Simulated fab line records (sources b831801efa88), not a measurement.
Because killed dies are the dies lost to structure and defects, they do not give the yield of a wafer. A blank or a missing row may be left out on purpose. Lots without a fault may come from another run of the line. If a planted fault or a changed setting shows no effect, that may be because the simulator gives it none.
Which of the tools did it? / flow gf180mcu / 21 wafers from 7 lots sampled at 2 of the route's 602 steps

WHAT THE GAUGES READ, wafer by wafer
GF_PASSIVATION_BOW_MEAS_14.
lot=L282; measured=day 29 11:23; on=film-metro-03; PASSIVATION_BOW (um)=129 127 124
lot=L284; measured=day 29 22:31; on=film-metro-01; PASSIVATION_BOW (um)=134 130 138
lot=L286; measured=day 30 13:16; on=film-metro-02; PASSIVATION_BOW (um)=122 127 125
lot=L289; measured=day 31 09:46; on=film-metro-01; PASSIVATION_BOW (um)=126 128 133
lot=L293; measured=day 32 12:31; on=film-metro-03; PASSIVATION_BOW (um)=213 217 217
lot=L295; measured=day 33 02:49; on=film-metro-01; PASSIVATION_BOW (um)=207 209 218
lot=L303; measured=day 34 23:22; on=film-metro-01; PASSIVATION_BOW (um)=146 135 150

EACH LOT AND THE TOOL THAT RAN IT (in order: tool; ch and the chambers of the sampled wafers; start)
lot=L282; GF_PASSIVATION_ANNEAL_13=furnace-01 ch 0, day 29 09:52
lot=L284; GF_PASSIVATION_ANNEAL_13=furnace-02 ch 0, day 29 21:01
lot=L286; GF_PASSIVATION_ANNEAL_13=furnace-01 ch 0, day 30 11:46
lot=L289; GF_PASSIVATION_ANNEAL_13=furnace-01 ch 0, day 31 08:15
lot=L293; GF_PASSIVATION_ANNEAL_13=furnace-02, day 32 10:57
lot=L295; GF_PASSIVATION_ANNEAL_13=furnace-02, day 33 01:19
lot=L303; GF_PASSIVATION_ANNEAL_13=furnace-01 ch 0, day 34 21:49
- GF_PASSIVATION_ANNEAL_13: time 1800 s.

THE ANSWER, worked out from the rows above alone
Rule: the usual values come from the lots themselves. The widest of any qualifying gaps counts: lots, ordered by their means at a reading, are off when they make up no more than a third of the lots, leave a main group of 4 or more, and stand apart from it by 3 or more times the standard deviation of that group's means. A main group is skipped when, at the precision printed for the reading in the tables above, its means are all equal. Also off: a lot with no number at a reading for which 4 or more lots have one. All remaining lots with rows at the step are treated as sound.
Off: at GF_PASSIVATION_BOW_MEAS_14 (PASSIVATION_BOW), L293, L295. For the main group the mean is 132 um and the standard deviation 6.8.
A tool fits if, at a process step before that reading, it ran every lot that is off, and no sound lot after the first of them. Gauges at GF_PASSIVATION_BOW_MEAS_14: tried the same way as those tools. One candidate fits, namely furnace-02 at GF_PASSIVATION_ANNEAL_13. Its last sound lot is L284 (day 29 21:01), its first lot that is off L293 (day 32 10:57): a fault that began between those two fits.

WHAT WAS PUT IN BY THE SIMULATOR
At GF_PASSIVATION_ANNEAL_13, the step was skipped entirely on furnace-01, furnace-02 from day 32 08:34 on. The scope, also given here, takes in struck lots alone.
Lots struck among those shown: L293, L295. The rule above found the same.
